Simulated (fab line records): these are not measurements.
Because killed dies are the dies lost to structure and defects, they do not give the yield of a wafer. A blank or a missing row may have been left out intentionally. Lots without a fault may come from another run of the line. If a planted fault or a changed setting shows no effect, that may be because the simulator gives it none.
Chamber matching + flow gf180mcu + cmp-01 running GF_CONTACT_CMP_27: 4 sister chambers
The step polishes, stops on SiO2, t overpolish 15 s, target thk 0 nm. 8 wafers are shown with their chamber, then 8 later ones without.

WAFERS, EACH WITH ITS CHAMBER
| wafer  | chamber | motor current A (A) | overpolish run s (s) |
|--------|---------|---------------------|----------------------|
| L197.4 | 2       | 11.2                | 14.997               |
| L200.1 | 3       | 12.0                | 15.005               |
| L200.3 | 1       | 11.7                | 15.009               |
| L200.5 | 3       | 12.2                | 14.999               |
| L203.2 | 0       | 12.6                | 14.998               |
| L203.5 | 2       | 11.1                | 14.989               |
| L203.6 | 1       | 12.0                | 15.028               |
| L204.1 | 0       | 13.3                | 15.006               |

WAFERS WITH NO CHAMBER GIVEN
| wafer  | motor current A (A) | overpolish run s (s) |
|--------|---------------------|----------------------|
| L204.2 | 10.6                | 15.012               |
| L204.4 | 11.6                | 15.006               |
| L213.1 | 11.1                | 14.997               |
| L213.2 | 11.6                | 15.007               |
| L213.6 | 12.6                | 15.019               |
| L215.3 | 13.1                | 15.012               |
| L215.4 | 12.2                | 15.008               |
| L215.5 | 12.9                | 14.982               |

THE CHAMBER EACH PASSED THROUGH
| wafer  | from the rows above          | in truth |
|--------|------------------------------|----------|
| L204.2 | can't be placed: 2 or 1      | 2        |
| L204.4 | can't be placed: 1 or 3 or 2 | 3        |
| L213.1 | 2                            | 2        |
| L213.2 | can't be placed: 1 or 3 or 2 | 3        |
| L213.6 | can't be placed: 0 or 1 or 3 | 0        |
| L215.3 | 0                            | 0        |
| L215.4 | can't be placed: 3 or 1 or 0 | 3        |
| L215.5 | can't be placed: 0 or 3      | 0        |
Correctly placed: 2 of 8. From these rows, 6 cannot be placed; in 6 the true chamber is one of the candidates. Number placed wrongly: 0.
How it was worked out, from the rows above alone: a wafer's distance from a chamber is the root of the sum, over the readings, of the square of ((its reading less the chamber's mean) divided by the reading's scatter). If the next closest chamber is less than 2 further off than the closest, the wafer can't be placed; otherwise it belongs to the closest. The mean given for a chamber averages the wafers shown for that chamber. The scatter: take each reading less its chamber's mean, square it, sum over the shown wafers, divide by the number of wafers less the number of chambers, and take the root.
